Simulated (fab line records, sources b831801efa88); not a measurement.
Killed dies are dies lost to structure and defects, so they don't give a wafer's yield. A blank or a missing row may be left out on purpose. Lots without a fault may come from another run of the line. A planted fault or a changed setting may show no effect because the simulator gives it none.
Problem report in the 8D (eight disciplines) form, filled by code | flow sky130 | the parts of the form that need people (team, actions taken, sign-off) are left out

1. THE PROBLEM
exposure_dose_mJ_cm2 at SKY_METAL3_EXPOSE_10 reads a mean of 27.49 on 9 wafers of 3 lots; wafers without a fault read 27.99 with a standard deviation of 0.033. That is -15 standard deviations from the usual mean.
The step: exposes mask MM3, target cd 300 nm.
First seen on wafer L654.1, day 40 05:35, on krf_scanner-02. The record holds 36 wafers of 12 lots with a number at this step. Rule for "out", or "out of limits": more than 4 standard deviations from the usual mean. The other wafers with a number count as sound.

2. WHAT IT IS AND WHAT IT IS NOT
question                    | is                     | is not
which readings at this step | exposure_dose_mJ_cm2   | -
which lots                  | L654, L655, L661       | L647, L648, L649, L650, L651, L660, L666, L668, L670
which wafers of those lots  | all that have a number | -
read on which tools         | krf_scanner-02         | krf_scanner-01
when                        | from day 40 05:35      | up to then (15 sound wafers); but 12 sound wafers of L660, L666, L668, L670 came after

3. SUSPECTS, AND WHAT RULES EACH OUT
Counting: a tool at a process step up to the reading stays a suspect if it ran every lot that is out and no sound lot after the first of them.
- plasma_asher-03 at SKY_LDD_HVP_STRIP_09 (strips in O2/N2): ruled out as a lasting fault. Sound lots L670 ran on it after its first lot that is out, L654 (day 24 08:25).
- krf_scanner-02 at SKY_METAL3_EXPOSE_10 (exposes mask MM3, target cd 300 nm): kept. It ran every lot that is out, first L654 (day 40 05:35), and no sound lot after that; its last sound lot up to then is L651 (day 39 09:19). Its own readings are out on those wafers: exposure_dose_mJ_cm2.
Left after counting: krf_scanner-02 at SKY_METAL3_EXPOSE_10.

4. THE CAUSE (what the simulator had put in)
Process parameter drift: krf_scanner-02, from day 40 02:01 on, at SKY_METAL3_EXPOSE_10. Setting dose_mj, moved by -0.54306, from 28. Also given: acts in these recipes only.
Counting left only this tool.

5. THE CHAIN OF EFFECTS, in route order
Each row: a reading whose mean over the struck wafers that have a number lies more than 3 standard deviations from the usual. Only readings for which the record gives a usual standard deviation are gone through. hours: the time from each lot's start at the first step in this table that gives one to its start at this step, as a median over the lots. sigmas: the change in usual standard deviations.
hours | step                 | reading              | usual | on struck wafers | change | sigmas
0     | SKY_METAL3_EXPOSE_10 | exposure_dose_mJ_cm2 | 27.99 | 27.49            | -0.50  | -15
The process steps in it:
- SKY_METAL3_EXPOSE_10: exposes mask MM3, target cd 300 nm.

6. WHAT WOULD HAVE CAUGHT IT SOONER
In this record the first reading out of limits was taken at day 40 05:35, 4 hours after the fault began at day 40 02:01.
